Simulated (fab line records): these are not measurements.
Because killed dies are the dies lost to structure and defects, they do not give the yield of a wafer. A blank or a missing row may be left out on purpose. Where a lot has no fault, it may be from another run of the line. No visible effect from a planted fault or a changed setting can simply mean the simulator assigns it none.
fab line records ; flow sky130
[record] lots = 5; wafers = 15; last_day = 50
route steps=708 shown METAL5@671 PASSIVATION@681 PAD_OPEN@694
lots that met no fault: taken from a fault-free run of the same line
start_h: the number of hours between the record's first day and the start of the first shown wafer of the lot ; wait_h: hours elapsed since this lot's preceding step ; " same as the row above ; L1.1+2: several wafers, shown together as one row ; - no value present, or no start provided ; * or withheld: withheld ; < > ~ a bound
route shown NAME@n: a module of which the file shows steps, and the number in the route of the first ; usual: the fault-free wafers' mean and standard deviation ; same: alike in all rows ; chamber/n: place in a boat ; sites: readings site by site ; _std_site: the standard deviation of these ; _edge_site: outer sites' mean less inner sites' ; radius_mm: for every site, how far away it sits from the centre of the wafer ; mask NAME#n: copy n ; behind: the most recent tool/chamber to have shaped the wafer ; hold: reason for holding the lot/hours on hold/outcome of the hold ; device: which transistor (n, p or np) failed to switch ; end of line: the same wafers' tests at the end of the route ; step lacking rows: just its recipe ; killed: the dies lost at the first sort to structure and to defects; this is not the yield of the wafer ; map: shows each die of a wafer: x if killed, . if not, _ if none is there
set.NAME: the run value of the setting; set.NAME@STEP: its run value at that earlier step ; model.NAME: the simulator's own value behind a step, which no gauge read
lots seen at some steps along the route; tables by step, rows by wafer
services: a tool's chamber out of use, with start hour (start_h, from the record's first day; less than 0 if before it), hours out, and reason
[[steps]]
[step SKY_METAL5_SOFTBAKE_10]
[recipe] temp_c = 90; time_s = 60; resist = NOVOLAK
[step SKY_METAL5_EXPOSE_11]
[recipe] mask_id = MM5; na = 0.6; source_shape = conventional; sigma_outer = 0.6; polarization = unpolarized; target_cd_nm = 1600; dose_mj = 190
[step SKY_METAL5_PEB_12]
[recipe] temp_c = withheld; time_s = *; resist = NOVOLAK
[step SKY_METAL5_DEVELOP_13]
[recipe] resist = NOVOLAK; developer = TMAH; develop_time_s = 60; dev_temp_c = 23
[step SKY_METAL5_DESCUM_14]
[recipe] chemistry = O2; source_power_w = 150; bias_power_w = 0; pressure_mtorr = 10; temp_c = 40; time_s = 11
[usual] drypump_motor_current_A = 5.63/0.27; oes_product_au = 0.994/0.0082
lot.wafer;tool;chamber;start_h;wait_h;drypump_motor_current_A;oes_product_au;rf_hours_counter_h
L951.3;rie_metal-01;1;1112.26;0.1;5.10;0.999;-
L951.5;rie_metal-01;1;1112.26;0.1;5.12;0.993;-
L951.6;rie_metal-01;0;1112.26;0.1;5.63;0.995;-
L957.1;rie_metal-03;0;1133.45;0.1;5.65;1.002;20
L957.2;rie_metal-03;1;1133.45;0.1;5.98;1.003;17
L957.4;rie_metal-03;1;1133.45;0.1;5.95;1.015;-
L959.1;rie_metal-01;1;1140.25;0.1;5.10;0.987;14
L959.4;rie_metal-01;1;1140.25;0.1;5.09;0.996;-
L959.6;rie_metal-01;1;1140.25;0.1;5.09;0.996;-
L965.1;rie_metal-04;0;1169.15;0.1;5.66;1.000;0
L965.4;rie_metal-04;1;1169.15;0.1;5.75;0.996;-
L965.6;rie_metal-04;0;1169.15;0.1;5.61;0.989;-
L966.2;rie_metal-04;0;1173.70;0.1;5.63;0.990;1
L966.3;rie_metal-04;0;1173.70;0.1;5.66;0.998;-
L966.6;rie_metal-04;1;1173.70;0.1;5.75;1.002;-
[step SKY_METAL5_METAL_ETCH_15]
[recipe] target_depth_a = 12600; stop_on = SiO2; over_etch_frac = 0.2; time_s = 252; chemistry = Cl2/BCl3; resist_sidewall_deg = 86; pressure_mtorr = 10; icp_w = 900; bias_w = 48.5; Cl2_flow_sccm = 60; bcl3_flow_sccm = 30
[usual] drypump_motor_current_A = 5.63/0.27; oes_product_au = 0.894/0.0054; throttle_valve_pct = 22.265/0.0091
lot.wafer;tool;chamber;start_h;wait_h;drypump_motor_current_A;oes_product_au;rf_hours_counter_h;throttle_valve_pct
L951.3;rie_metal-01;1;1112.36;0.1;5.14;0.898;-;22.262
L951.5;rie_metal-01;1;1112.36;0.1;5.12;0.896;-;22.263
L951.6;rie_metal-01;0;1112.36;0.1;5.64;0.893;-;22.264
L957.1;rie_metal-03;0;1133.48;0.0;5.57;0.895;20;22.263
L957.2;rie_metal-03;1;1133.48;0.0;5.97;0.896;17;22.280
L957.4;rie_metal-03;1;1133.48;0.0;5.99;0.893;-;22.266
L959.1;rie_metal-01;1;1140.32;0.1;5.10;0.887;14;22.261
L959.4;rie_metal-01;1;1140.32;0.1;5.10;0.893;-;22.270
L959.6;rie_metal-01;1;1140.32;0.1;5.11;0.885;-;22.281
L965.1;rie_metal-04;0;1169.18;0.0;5.66;0.889;0;22.284
L965.4;rie_metal-04;1;1169.18;0.0;5.75;0.896;-;22.260
L965.6;rie_metal-04;0;1169.18;0.0;5.66;0.899;-;22.251
L966.2;rie_metal-04;0;1173.73;0.0;5.68;0.901;1;22.272
L966.3;rie_metal-04;0;1173.73;0.0;5.68;0.888;-;22.252
L966.6;rie_metal-04;1;1173.73;0.0;5.77;0.895;-;22.269
[step SKY_METAL5_STRIP_16]
[recipe] chemistry = O2/N2; power_w = 1400; pressure_mtorr = 1500; platen_temp_c = withheld; o2_flow_sccm = 3000; n2_flow_sccm = 300; overash_fraction = 0.5
[usual] drypump_motor_current_A = 6.0/0.61; oes_product_au = 0.711/0.0044; strip_time_to_endpoint_s = 13.15/0.095
lot.wafer;tool;chamber;start_h;wait_h;drypump_motor_current_A;oes_product_au;rf_hours_counter_h;strip_time_to_endpoint_s
L951.3;plasma_asher-02;0;1112.55;0.1;5.1;0.702;-;13.19
L951.5;plasma_asher-02;0;1112.55;0.1;5.1;0.717;-;13.23
L951.6;plasma_asher-02;1;1112.55;0.1;6.6;0.710;-;13.23
L957.1;plasma_asher-04;0;1133.72;0.2;6.5;0.715;8;13.23
L957.2;plasma_asher-04;1;1133.72;0.2;6.0;0.716;8;13.13
L957.4;plasma_asher-04;0;1133.72;0.2;6.5;0.716;-;13.04
L959.1;plasma_asher-04;1;1140.79;0.4;6.0;0.714;8;13.23
L959.4;plasma_asher-04;0;1140.79;0.4;6.5;0.715;-;13.27
L959.6;plasma_asher-04;0;1140.79;0.4;6.5;0.713;-;13.24
L965.1;plasma_asher-04;0;1169.42;0.2;6.5;0.712;11;13.19
L965.4;plasma_asher-04;1;1169.42;0.2;6.0;0.706;-;13.14
L965.6;plasma_asher-04;1;1169.42;0.2;6.0;0.710;-;13.22
L966.2;plasma_asher-02;0;1173.97;0.2;5.1;0.714;108;13.13
L966.3;plasma_asher-02;0;1173.97;0.2;5.1;0.710;-;13.22
L966.6;plasma_asher-02;1;1173.97;0.2;6.5;0.710;-;13.08
[step SKY_METAL5_STRIP_17]
[recipe] chemistry = post_etch_residue_remover; time_s = 1200; temp_c = 72.5
[step SKY_METAL5_CLEAN_18]
[recipe] chemistry = IPA; time_s = 180; temp_c = 25
[step SKY_METAL5_CLEAN_19]
[recipe] chemistry = O3/DIW; dry = n2_spin
[step SKY_PASSIVATION_CVD_00]
[recipe] material = SiO2; target_thk_nm = 90; temp_c = 400; time_s = withheld; rf_w = 600
[usual] heater_power_outer_w = 358/45; heater_power_w = 627/75
lot.wafer;tool;chamber;start_h;wait_h;heater_power_outer_w;heater_power_w
L951.3;pecvd-03;2;1113.11;0.0;314;505
L951.5;pecvd-03;2;1113.11;0.0;325;505
L951.6;pecvd-03;1;1113.11;0.0;308;540
L957.1;pecvd-03;0;1134.31;0.0;405;765
L957.2;pecvd-03;1;1134.31;0.0;377;622
L957.4;pecvd-03;0;1134.31;0.0;405;772
L959.1;pecvd-03;2;1141.39;0.0;345;539
L959.4;pecvd-03;1;1141.39;0.0;303;509
L959.6;pecvd-03;2;1141.39;0.0;350;555
L965.1;pecvd-01;1;1170.14;0.0;387;533
L965.4;pecvd-01;0;1170.14;0.0;307;574
L965.6;pecvd-01;1;1170.14;0.0;383;544
L966.2;pecvd-01;1;1174.64;0.0;428;604
L966.3;pecvd-01;0;1174.64;0.0;319;602
L966.6;pecvd-01;0;1174.64;0.0;329;606
[step SKY_PASSIVATION_THK_MEAS_01]
[recipe] reads = SiO2_of_PASSIVATION_CVD_00
[usual] PASSIVATION_CVD_00_THK = 90.3/1.1
lot.wafer;tool;chamber;start_h;wait_h;PASSIVATION_CVD_00_THK[nm]
L951.3;film_metro-01;-;1113.15;-;90.3
L951.5;film_metro-01;-;1113.15;-;92.5
L951.6;film_metro-01;-;1113.15;-;91.0
L957.1;film_metro-02;-;1134.33;-;89.6
L957.2;film_metro-02;-;1134.33;-;90.5
L957.4;film_metro-02;-;1134.33;-;91.7
L959.1;film_metro-01;-;1141.41;-;89.8
L959.4;film_metro-01;-;1141.41;-;90.8
L959.6;film_metro-01;-;1141.41;-;90.6
L965.1;film_metro-01;-;1170.16;-;90.9
L965.4;film_metro-01;-;1170.16;-;91.0
L965.6;film_metro-01;-;1170.16;-;91.8
L966.2;film_metro-04;-;1174.67;-;89.2
L966.3;film_metro-04;-;1174.67;-;89.8
L966.6;film_metro-04;-;1174.67;-;91.5
[step SKY_PASSIVATION_CVD_02]
[recipe] material = Si3N4; target_thk_nm = 540; temp_c = 400; time_s = withheld; rf_w = 450
[usual] heater_power_outer_w = 402/45; heater_power_w = 672/74
lot.wafer;tool;chamber;start_h;wait_h;heater_power_outer_w;heater_power_w;model.Si3N4_of_PASSIVATION_CVD_02.thk_nm
L951.3;pecvd-02;0;1113.30;0.1;399;695;542.2
L951.5;pecvd-02;2;1113.30;0.1;374;769;550
L951.6;pecvd-02;0;1113.30;0.1;415;717;551.4
L957.1;pecvd-02;0;1134.39;0.1;361;640;542.3
L957.2;pecvd-02;2;1134.39;0.1;416;802;537.5
L957.4;pecvd-02;2;1134.39;0.1;411;817;546.2
L959.1;pecvd-02;1;1141.47;0.1;400;679;600.8
L959.4;pecvd-02;0;1141.47;0.1;404;689;551
L959.6;pecvd-02;1;1141.47;0.1;320;567;609.3
L965.1;pecvd-03;0;1170.22;0.1;442;816;536.9
L965.4;pecvd-03;2;1170.22;0.1;402;621;542
L965.6;pecvd-03;0;1170.22;0.1;460;826;542.7
L966.2;pecvd-03;0;1174.72;0.0;391;736;532.1
L966.3;pecvd-03;1;1174.72;0.0;416;673;535.4
L966.6;pecvd-03;2;1174.72;0.0;418;644;541.2
[step SKY_PASSIVATION_THK_MEAS_03]
[recipe] reads = Si3N4_of_PASSIVATION_CVD_02
[usual] PASSIVATION_CVD_02_THK = 541/7.1
lot.wafer;tool;chamber;start_h;wait_h;PASSIVATION_CVD_02_THK[nm]
L951.3;film_metro-01;-;1113.55;-;542
L951.5;film_metro-01;-;1113.55;-;550
L951.6;film_metro-01;-;1113.55;-;552
L957.1;film_metro-01;-;1134.62;-;543
L957.2;film_metro-01;-;1134.62;-;538
L957.4;film_metro-01;-;1134.62;-;546
L959.1;film_metro-04;-;1141.81;-;601
L959.4;film_metro-04;-;1141.81;-;551
L959.6;film_metro-04;-;1141.81;-;609
L965.1;film_metro-02;-;1170.45;-;537
L965.4;film_metro-02;-;1170.45;-;542
L965.6;film_metro-02;-;1170.45;-;543
L966.2;film_metro-02;-;1174.96;-;532
L966.3;film_metro-02;-;1174.96;-;536
L966.6;film_metro-02;-;1174.96;-;541
[step SKY_PASSIVATION_DEHYDRATE_04]
[recipe] temp_c = 200; time_s = 60
[step SKY_PASSIVATION_HMDS_05]
[recipe] prime_time_s = 60; prime_temp_c = 120
[step SKY_PASSIVATION_COAT_06]
[recipe] spin_rpm = 2000; resist_thk_nm = 3000
[step SKY_PASSIVATION_SOFTBAKE_07]
[recipe] temp_c = 110; time_s = withheld
[step SKY_PASSIVATION_EXPOSE_08]
[recipe] mask_id = NSM; target_cd_nm = 3000; na = 0.57; dose_mj = 260
[step SKY_PASSIVATION_PEB_09]
[recipe] temp_c = 115; time_s = withheld
[step SKY_PASSIVATION_DEVELOP_10]
[recipe] develop_time_s = 60; dev_temp_c = 23
[step SKY_PASSIVATION_ETCH_11]
[recipe] chemistry = CF4/O2; target_depth_nm = 725; stop_on = AlCu; source_w = 800; bias_w = 150; pressure_mtorr = 150; cf4_flow_sccm = 80; O2_flow_sccm = 10; time_s = 161.1
[usual] drypump_motor_current_A = 5.9/0.56; oes_product_au = 0.979/0.0076; throttle_valve_pct = 5.963/0.0097
lot.wafer;tool;chamber;start_h;wait_h;drypump_motor_current_A;oes_product_au;rf_hours_counter_h;throttle_valve_pct;model.etch.depth_nm;model.PASSIVATION.feature_depth_nm
L951.3;rie_diel-01;2;1133.55;-;6.4;0.983;25;5.964;706.3;706.3
L951.5;rie_diel-01;0;1133.55;-;6.7;0.991;-;5.963;716.2;716.2
L951.6;rie_diel-01;3;1133.55;-;5.8;0.985;-;5.982;715.9;715.9
L957.1;rie_diel-04;2;1154.18;-;6.1;0.976;14;5.973;705.7;705.7
L957.2;rie_diel-04;1;1154.18;-;6.7;0.982;17;5.970;702.5;702.5
L957.4;rie_diel-04;2;1154.18;-;6.1;0.973;-;5.963;711.8;711.8
L959.1;rie_diel-04;1;1160.75;-;6.7;0.970;18;5.959;690.7;690.7
L959.4;rie_diel-04;2;1160.75;-;6.1;0.994;-;5.963;716.8;716.8
L959.6;rie_diel-04;3;1160.75;-;6.1;0.976;-;5.978;700;700
L965.1;rie_diel-04;0;1187.03;-;6.1;0.972;10;5.982;702.6;702.6
L965.4;rie_diel-04;3;1187.03;-;6.1;0.986;17;5.966;709.6;709.6
L965.6;rie_diel-04;2;1187.03;-;6.1;0.980;-;5.974;709.6;709.6
L966.2;rie_diel-01;2;1191.18;-;6.4;0.979;27;5.964;697.2;697.2
L966.3;rie_diel-01;1;1191.18;-;5.8;0.974;3;5.975;700.7;700.7
L966.6;rie_diel-01;1;1191.18;-;5.8;0.994;-;5.951;708.5;708.5
[step SKY_PASSIVATION_STRIP_12]
[recipe] chemistry = O2/N2; power_w = 1400; pressure_mtorr = 1500; platen_temp_c = withheld; overash_fraction = 0.7; o2_flow_sccm = 3000; n2_flow_sccm = 300
[step SKY_PAD_OPEN_DEHYDRATE_00]
[recipe] temp_c = 200; time_s = 60
[step SKY_PAD_OPEN_HMDS_01]
[recipe] prime_time_s = 60; prime_temp_c = 120
[step SKY_PAD_OPEN_COAT_02]
[recipe] spin_rpm = 2000; resist_thk_nm = 3000
[step SKY_PAD_OPEN_SOFTBAKE_03]
[recipe] temp_c = 110; time_s = withheld
[step SKY_PAD_OPEN_EXPOSE_04]
[recipe] mask_id = PDM; target_cd_nm = 60000; na = 0.57; dose_mj = 260
[step SKY_PAD_OPEN_PEB_05]
[recipe] temp_c = 115; time_s = withheld
[step SKY_PAD_OPEN_DEVELOP_06]
[recipe] develop_time_s = 60; dev_temp_c = 23
[step SKY_PAD_OPEN_ETCH_07]
[recipe] chemistry = CF4/O2; target_depth_nm = 725; stop_on = AlCu; source_w = 800; bias_w = 150; pressure_mtorr = 150; cf4_flow_sccm = 80; O2_flow_sccm = 10; time_s = 161.1
[usual] drypump_motor_current_A = 5.9/0.56; oes_product_au = 0.977/0.0072; throttle_valve_pct = 5.963/0.009
lot.wafer;tool;chamber;start_h;wait_h;drypump_motor_current_A;oes_product_au;rf_hours_counter_h;throttle_valve_pct;model.etch.depth_nm;model.PAD_OPEN.feature_depth_nm
L951.3;rie_diel-01;0;1152.95;-;6.6;0.975;14;5.945;706.3;706.3
L951.5;rie_diel-01;2;1152.95;-;6.4;0.988;-;5.969;716.2;716.2
L951.6;rie_diel-01;1;1152.95;-;5.8;0.984;-;5.961;715.9;715.9
L957.1;rie_diel-02;0;1172.50;-;5.0;0.972;22;5.968;705.7;705.7
L957.2;rie_diel-02;1;1172.50;-;4.9;0.974;17;5.956;702.5;702.5
L957.4;rie_diel-02;2;1172.50;-;6.1;0.979;13;5.967;711.8;711.8
L959.1;rie_diel-01;3;1177.58;-;5.9;0.967;23;5.964;690.7;690.7
L959.4;rie_diel-01;1;1177.58;-;5.8;0.993;3;5.975;716.8;716.8
L959.6;rie_diel-01;0;1177.58;-;6.7;0.987;-;5.988;700;700
L965.1;rie_diel-03;0;1203.78;-;5.6;0.970;7;5.946;694;694
L965.4;rie_diel-03;3;1203.78;-;6.1;0.977;20;5.981;709.6;709.6
L965.6;rie_diel-03;0;1203.78;-;5.6;0.974;-;5.964;703.6;703.6
L966.2;rie_diel-02;1;1207.35;-;4.9;0.973;18;5.963;697.2;697.2
L966.3;rie_diel-02;2;1207.35;-;6.2;0.978;14;5.961;700.7;700.7
L966.6;rie_diel-02;2;1207.35;-;6.2;0.984;-;5.957;708.5;708.5
[step SKY_PAD_OPEN_STRIP_08]
[recipe] chemistry = O2/N2; power_w = 1400; pressure_mtorr = 1500; platen_temp_c = withheld; overash_fraction = 0.7; o2_flow_sccm = 3000; n2_flow_sccm = 300
[usual] drypump_motor_current_A = 6.0/0.5; oes_product_au = 0.663/0.0049; strip_time_to_endpoint_s = 37.10/0.1
lot.wafer;tool;chamber;start_h;wait_h;drypump_motor_current_A;oes_product_au;rf_hours_counter_h;strip_time_to_endpoint_s
L951.3;plasma_asher-02;1;1153.09;0.1;6.6;0.673;-;37.09
L951.5;plasma_asher-02;0;1153.09;0.1;5.1;0.664;-;37.01
L951.6;plasma_asher-02;1;1153.09;0.1;6.6;0.668;-;37.09
L957.1;plasma_asher-04;1;1172.61;0.1;6.0;0.663;12;37.22
L957.2;plasma_asher-04;0;1172.61;0.1;6.5;0.663;12;37.32
L957.4;plasma_asher-04;1;1172.61;0.1;6.0;0.665;-;37.19
L959.1;plasma_asher-02;0;1177.69;0.1;5.1;0.664;109;37.10
L959.4;plasma_asher-02;1;1177.69;0.1;6.6;0.664;-;37.18
L959.6;plasma_asher-02;1;1177.69;0.1;6.6;0.668;-;37.12
L965.1;plasma_asher-02;0;1203.89;0.1;5.1;0.662;111;37.17
L965.4;plasma_asher-02;0;1203.89;0.1;5.1;0.663;-;37.19
L965.6;plasma_asher-02;0;1203.89;0.1;5.1;0.660;-;37.09
L966.2;plasma_asher-04;0;1207.46;0.1;6.5;0.659;15;37.24
L966.3;plasma_asher-04;1;1207.46;0.1;6.0;0.662;-;37.16
L966.6;plasma_asher-04;0;1207.46;0.1;6.5;0.664;-;37.06
[step SKY_PAD_OPEN_STRIP_09]
[recipe] chemistry = post_etch_residue_remover; time_s = 1200; temp_c = 72.5
lot.wafer;tool;chamber;start_h;wait_h;model.Si3N4_of_PASSIVATION_CVD_02.thk_nm
L951.3;wet_bench-02;1;1153.16;0.0;541.8
L951.5;wet_bench-02;1;1153.16;0.0;549.7
L951.6;wet_bench-02;1;1153.16;0.0;551.1
L957.1;wet_bench-01;0;1172.71;0.1;541.9
L957.2;wet_bench-01;0;1172.71;0.1;537.2
L957.4;wet_bench-01;0;1172.71;0.1;545.8
L959.1;wet_bench-01;1;1177.79;0.1;600.5
L959.4;wet_bench-01;1;1177.79;0.1;550.6
L959.6;wet_bench-01;1;1177.79;0.1;608.9
L965.1;wet_bench-02;3;1203.99;0.1;536.5
L965.4;wet_bench-02;3;1203.99;0.1;541.6
L965.6;wet_bench-02;3;1203.99;0.1;542.4
L966.2;wet_bench-02;2;1207.58;0.1;531.7
L966.3;wet_bench-02;2;1207.58;0.1;535.1
L966.6;wet_bench-02;2;1207.58;0.1;540.9
[step SKY_PAD_OPEN_CLEAN_10]
[recipe] chemistry = IPA; time_s = 180; temp_c = 25
[step SKY_PAD_OPEN_PROBE_99]
[usual] defect_limited_yield = 82.3/2.2; killed_at_M0_to_M3 = 43/7.3; killed_at_M4_up = 3.2/1.9; killed_at_contacts = 25/5.4; killed_at_front_end = 16/4.4; killed_at_other = 0.4/0.66; killed_dies = 87/11; killed_open = 48/7.9; killed_short = 39/6.5; sort_bin_3_pad_short = 0.8/0.43; sort_bin_5_function = 10.5/1.6; sort_bin_6_memory = 6.4/1.2; sort_n_pass = 405/11; sort_yield_pct = 82.3/2.2
[same] gross_dies = 492; killed_at_back_side = 0; sort_bin_4_leakage[%] = 0; sort_bin_8_speed[%] = 0
lot.wafer;tool;chamber;start_h;wait_h;defect_limited_yield[%];killed_at_M0_to_M3;killed_at_M4_up;killed_at_contacts;killed_at_front_end;killed_at_other;killed_dies;killed_open;killed_short;sort_bin_3_pad_short[%];sort_bin_5_function[%];sort_bin_6_memory[%];sort_n_pass;sort_yield_pct[%]
L951.3;prober-02;-;1155.37;0.2;84.3;44;2;20;11;0;77;47;30;0.6;9.1;5.9;415;84.3
L951.5;prober-02;-;1155.47;0.2;83.5;40;1;23;17;0;81;49;31;0.4;9.6;6.5;411;83.5
L951.6;prober-02;-;1155.52;0.2;79.1;52;7;22;22;0;103;61;41;1.8;12.6;6.5;389;79.1
L957.1;prober-02;-;1174.83;0.1;83.5;42;5;24;10;0;81;42;39;0.8;9.8;5.9;411;83.5
L957.2;prober-02;-;1174.88;0.1;83.3;48;3;20;9;2;82;41;41;1.0;9.3;6.3;410;83.3
L957.4;prober-02;-;1174.98;0.2;83.5;32;2;27;20;0;81;50;31;0.6;9.6;6.3;411;83.5
L959.1;prober-02;-;1179.93;0.1;81.5;44;0;32;14;1;91;54;37;0.8;11.2;6.5;401;81.5
L959.4;prober-02;-;1180.08;0.2;79.3;54;3;28;17;0;102;58;44;0.8;10.8;9.1;390;79.3
L959.6;prober-02;-;1180.18;0.2;82.9;54;2;17;9;2;84;45;39;1.0;8.9;7.1;408;82.9
L965.1;prober-02;-;1206.45;0.1;79.1;37;5;35;26;0;103;51;52;1.2;11.6;8.1;389;79.1
L965.4;prober-02;-;1206.60;0.2;82.3;49;2;26;10;0;87;49;38;0.8;10.6;6.3;405;82.3
L965.6;prober-02;-;1206.70;0.2;84.1;29;1;29;19;0;78;48;30;0.2;10.2;5.5;414;84.1
L966.2;prober-01;-;1209.84;0.1;82.7;44;3;20;18;0;85;50;35;0.4;9.3;7.5;407;82.7
L966.3;prober-01;-;1209.89;0.2;79.9;53;3;24;19;0;99;47;52;0.6;12.8;6.7;393;79.9
L966.6;prober-01;-;1210.04;0.2;82.9;40;2;30;12;0;84;54;30;0.6;9.8;6.7;408;82.9
// killed by level:class
L951.3 VIA1:geometric_particle:open=8 CONTACT:geometric_particle:open=7 VIA2:geometric_particle:open=7 LI_CONTACT:geometric_particle:open=5 METAL1:geometric_particle:short=5 VIA3:geometric_particle:open=5 FIELD_ISO:geometric_particle:open=4 SPACER:geometric_particle:open=4
L951.5 VIA1:geometric_particle:open=14 CONTACT:geometric_particle:open=7 FIELD_ISO:geometric_particle:open=6 LI_CONTACT:geometric_particle:open=6 VIA1:geometric_particle:short=5 FIELD_ISO:geometric_particle:short=4 METAL1:geometric_particle:short=4 LOCAL_INTERCONNECT:geometric_particle:short=4
L951.6 VIA1:geometric_particle:open=15 VIA3:geometric_particle:open=9 FIELD_ISO:geometric_particle:short=7 CONTACT:geometric_particle:open=7 LI_CONTACT:geometric_particle:open=7 VIA1:geometric_particle:short=6 VIA2:geometric_particle:open=6 FIELD_ISO:geometric_particle:open=5
L957.1 CONTACT:geometric_particle:short=8 LI_CONTACT:geometric_particle:open=7 METAL1:geometric_particle:short=7 VIA1:geometric_particle:open=7 FIELD_ISO:geometric_particle:open=6 VIA1:geometric_particle:short=6 VIA2:geometric_particle:open=6 VIA3:geometric_particle:open=6
L957.2 CONTACT:geometric_particle:open=9 VIA3:geometric_particle:open=8 VIA2:geometric_particle:open=7 CONTACT:geometric_particle:short=6 METAL1:geometric_particle:short=6 METAL2:geometric_particle:short=5 LOCAL_INTERCONNECT:geometric_particle:short=4 METAL1:geometric_particle:open=4
L957.4 VIA2:geometric_particle:open=10 POLY_GATE:geometric_particle:open=8 VIA3:geometric_particle:open=8 FIELD_ISO:geometric_particle:short=7 CONTACT:geometric_particle:open=7 CONTACT:geometric_particle:short=6 LI_CONTACT:geometric_particle:open=4 LOCAL_INTERCONNECT:geometric_particle:short=4
L959.1 CONTACT:geometric_particle:open=10 VIA3:geometric_particle:open=9 CONTACT:geometric_particle:short=8 LI_CONTACT:geometric_particle:open=7 VIA2:geometric_particle:open=7 VIA1:geometric_particle:open=6 METAL1:geometric_particle:short=5 LOCAL_INTERCONNECT:geometric_particle:short=5
L959.4 CONTACT:geometric_particle:open=14 VIA1:geometric_particle:open=10 POLY_GATE:geometric_particle:open=9 VIA3:geometric_particle:short=8 METAL2:geometric_particle:short=6 VIA1:geometric_particle:short=6 LI_CONTACT:geometric_particle:open=5 METAL1:geometric_particle:short=5
L959.6 VIA2:geometric_particle:open=13 VIA1:geometric_particle:open=10 METAL1:geometric_particle:short=9 CONTACT:geometric_particle:open=7 VIA3:geometric_particle:short=5 LI_CONTACT:geometric_particle:open=4 CONTACT:geometric_particle:short=4 VIA1:geometric_particle:short=4
L965.1 CONTACT:geometric_particle:open=14 FIELD_ISO:geometric_particle:open=9 VIA1:geometric_particle:short=8 POLY_GATE:geometric_particle:open=7 LOCAL_INTERCONNECT:geometric_particle:short=6 CONTACT:geometric_particle:short=6 VIA1:geometric_particle:open=6 POLY_GATE:geometric_particle:short=5
L965.4 VIA1:geometric_particle:open=10 CONTACT:geometric_particle:open=9 VIA2:geometric_particle:open=7 VIA1:geometric_particle:short=6 VIA3:geometric_particle:open=6 LI_CONTACT:geometric_particle:short=5 CONTACT:geometric_particle:short=5 VIA3:geometric_particle:short=5
L965.6 CONTACT:geometric_particle:open=14 LI_CONTACT:geometric_particle:open=8 FIELD_ISO:geometric_particle:open=6 VIA3:geometric_particle:open=5 VIA1:geometric_particle:open=4 METAL2:geometric_particle:short=4 FIELD_ISO:geometric_particle:short=3 POLY_GATE:geometric_particle:short=3
L966.2 LI_CONTACT:geometric_particle:open=8 VIA2:geometric_particle:short=7 VIA1:geometric_particle:open=7 VIA3:geometric_particle:open=7 POLY_GATE:geometric_particle:open=6 VIA2:geometric_particle:open=6 METAL1:geometric_particle:short=6 FIELD_ISO:geometric_particle:open=5
L966.3 VIA1:geometric_particle:open=13 VIA2:geometric_particle:open=12 LI_CONTACT:geometric_particle:short=8 FIELD_ISO:geometric_particle:short=7 CONTACT:geometric_particle:open=6 METAL1:geometric_particle:short=6 VIA1:geometric_particle:short=6 METAL2:geometric_particle:short=4
L966.6 CONTACT:geometric_particle:open=14 VIA2:geometric_particle:open=8 LI_CONTACT:geometric_particle:open=8 VIA1:geometric_particle:short=7 VIA1:geometric_particle:open=7 POLY_GATE:geometric_particle:open=5 METAL1:geometric_particle:short=5 LOCAL_INTERCONNECT:geometric_particle:short=5
[[services]]
tool;chamber;start_h;hours;kind
rie_diel-01;1;1090.31;-;clean
rie_diel-01;1;1090.31;11.3;scheduled_down
rie_diel-01;1;1090.31;11.3;vent_cycle
rie_diel-04;-;1099.86;1.1;repair
pecvd-03;-;1109.75;0.8;repair
rie_diel-02;0;1117.98;3.1;repair
rie_diel-03;3;1118.87;3.9;repair
pecvd-03;1;1126.19;2.1;scheduled_down
rie_diel-04;3;1132.93;3.4;repair
rie_metal-01;0;1138.88;10.9;repair
rie_diel-02;0;1139.77;3.2;repair
rie_metal-01;1;1143.19;13.2;repair
rie_metal-04;0;1145.43;-;clean
rie_metal-04;0;1145.43;-;consumable_replace:focus_ring
rie_metal-04;0;1145.43;16.8;scheduled_down
rie_metal-04;0;1145.43;16.8;vent_cycle
pecvd-02;0;1160.32;4.3;repair
rie_diel-03;3;1165.52;11.0;repair
rie_diel-04;2;1167.64;4.5;repair
rie_metal-01;-;1181.84;3.6;repair
pecvd-01;-;1182.77;0.8;repair
rie_metal-01;-;1185.38;0.2;repair
pecvd-03;1;1195.46;5.5;scheduled_down
rie_diel-01;-;1202.90;2.3;repair
[[key]]
[first_sign] step = SKY_PASSIVATION_THK_MEAS_03; reading = PASSIVATION_CVD_02_THK; direction = up; sigmas = 9.1; usual = 541; struck = 605
effect none on later readings
[model_effect] step = SKY_PASSIVATION_CVD_02; value = Si3N4_of_PASSIVATION_CVD_02.thk_nm; without = 549.2; struck = 605.1
[model_effect] step = SKY_PASSIVATION_ETCH_11; value = etch.depth_nm; without = 714.5; struck = 695.3
[model_effect] step = SKY_PAD_OPEN_ETCH_07; value = etch.depth_nm; without = 714.5; struck = 695.3
[model_effect] step = SKY_PAD_OPEN_STRIP_09; value = Si3N4_of_PASSIVATION_CVD_02.thk_nm; without = 548.8; struck = 604.7
met_at SKY_PASSIVATION_CVD_02
struck_wafers L959.1,L959.6
[fault] kind = process_parameter_drift; tool = pecvd-02; chamber = 1; onset_h = 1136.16; steps = SKY_PASSIVATION_CVD_02; channel = time_s; offset = withheld; shape = step; end_h = 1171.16; acts_in = *
